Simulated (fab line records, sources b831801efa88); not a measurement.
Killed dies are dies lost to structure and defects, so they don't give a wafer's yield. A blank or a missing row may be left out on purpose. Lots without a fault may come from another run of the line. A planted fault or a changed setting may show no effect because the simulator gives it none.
Which tool did it? | flow gf180mcu | 13 lots, 38 wafers sampled, at 1 step of a route of 602

WHAT THE GAUGES READ, wafer by wafer
GF_V5_THK_MEAS_03.
lot  | measured     | on            | V5_CVD_02_THK (nm)
L462 | day 27 04:46 | film_metro-02 | 1427 1471 1446
L463 | day 27 11:45 | film_metro-01 | 1406 1459 1443
L464 | day 27 12:38 | film_metro-01 | 1446 1457 1455
L465 | day 28 04:38 | film_metro-02 | 1451 1471 1467
L467 | day 28 16:37 | film_metro-01 | 1430 1437 1452
L469 | day 29 00:55 | film_metro-03 | 1432 1473 1457
L471 | day 29 15:48 | film_metro-02 | 1435 1472
L472 | day 29 23:37 | film_metro-03 | 1459 1447 1486
L478 | day 31 16:03 | film_metro-02 | 1409 1437 1463
L479 | day 31 23:34 | film_metro-02 | 1448 1452 1473
L480 | day 32 06:44 | film_metro-01 | 1475 1461 1509
L481 | day 32 10:08 | film_metro-02 | 1468 1455 1478
L483 | day 32 19:20 | film_metro-02 | 1450 1453 1507

WHICH TOOL RAN EACH LOT (tool, then ch and the chambers of the sampled wafers, then the start)
The record holds no process step before these readings.

WHAT THE TOOLS THEMSELVES READ (means of the sampled wafers that have a number; where no wafer has one, the mark that the record gives instead)
The record holds no such reading with a usual standard deviation.

THE ANSWER, worked out from the rows above alone
Rule: what is usual is taken from the lots themselves. Put in order of their means at a reading, lots are off if they are a third of the lots or fewer, leave a main group of 4 or more, and stand apart from it by a gap of 3 or more times the standard deviation of the main group's means; of several such gaps the widest counts. A main group whose means are all the same, to the digits that the tables above print for the reading, isn't used. A lot without any number at a reading at which 4 lots or more have one is off too. The other lots that the step has rows for count as sound. The gauges are gone through in route order, then the tools' own readings, and for those a lot's mean is taken as printed above. The first step at which some lot is off is used, and at that step the reading that is off furthest; a lot without a number counts as furthest.
No lot is off at any reading shown: from this, nothing can be told.

WHAT THE SIMULATOR HAD PUT IN
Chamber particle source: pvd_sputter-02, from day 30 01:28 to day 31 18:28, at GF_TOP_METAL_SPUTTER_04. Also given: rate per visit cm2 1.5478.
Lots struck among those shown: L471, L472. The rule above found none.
